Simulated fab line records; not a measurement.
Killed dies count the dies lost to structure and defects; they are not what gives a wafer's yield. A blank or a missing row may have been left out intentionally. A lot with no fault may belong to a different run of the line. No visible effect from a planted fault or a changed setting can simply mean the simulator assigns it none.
Which of the tools did it? + flow sky130 + at 1 step of a route of 708, 7 lots with 21 wafers sampled

## WHAT EACH GAUGE READ, for each wafer
SKY_METAL3_OVL_MEAS_14.
| lot  | measured     | on         | METAL3_OVL (nm) |
|------|--------------|------------|-----------------|
| L794 | day 39 16:41 | overlay-02 | 0 -3 -1         |
| L798 | day 40 05:45 | overlay-01 | 9 6 0           |
| L802 | day 41 05:50 | overlay-01 | 0 5 4           |
| L807 | day 42 20:47 | overlay-01 | -2 0 -4         |
| L810 | day 43 13:38 | overlay-01 | 8 -4 -2         |
| L813 | day 45 03:38 | overlay-01 | 2 2 6           |
| L814 | day 46 03:26 | overlay-01 | 0 -2 5          |

## WHAT TOOL EACH LOT RAN ON (gives the tool, then ch and the chambers of the sampled wafers, and finally the start)
There is no process step in the record ahead of these readings.

## THE ANSWER, worked out from the rows above alone
Rule: usual is defined by the lots themselves. Put in order of their means at a reading, lots are off if they are a third of the lots or fewer, leave a main group of 4 or more, and stand apart from it by a gap of 3 or more times the standard deviation of the main group's means; of several such gaps the widest counts. The tables above print the reading to a certain number of digits; a main group whose means all agree to those digits is not used. A lot without any number at a reading at which 4 lots or more have one is off too. All remaining lots with rows at the step are treated as sound.
Across all readings shown, no lot is off: no conclusion can be drawn from this.

## WHAT WAS PUT IN BY THE SIMULATOR
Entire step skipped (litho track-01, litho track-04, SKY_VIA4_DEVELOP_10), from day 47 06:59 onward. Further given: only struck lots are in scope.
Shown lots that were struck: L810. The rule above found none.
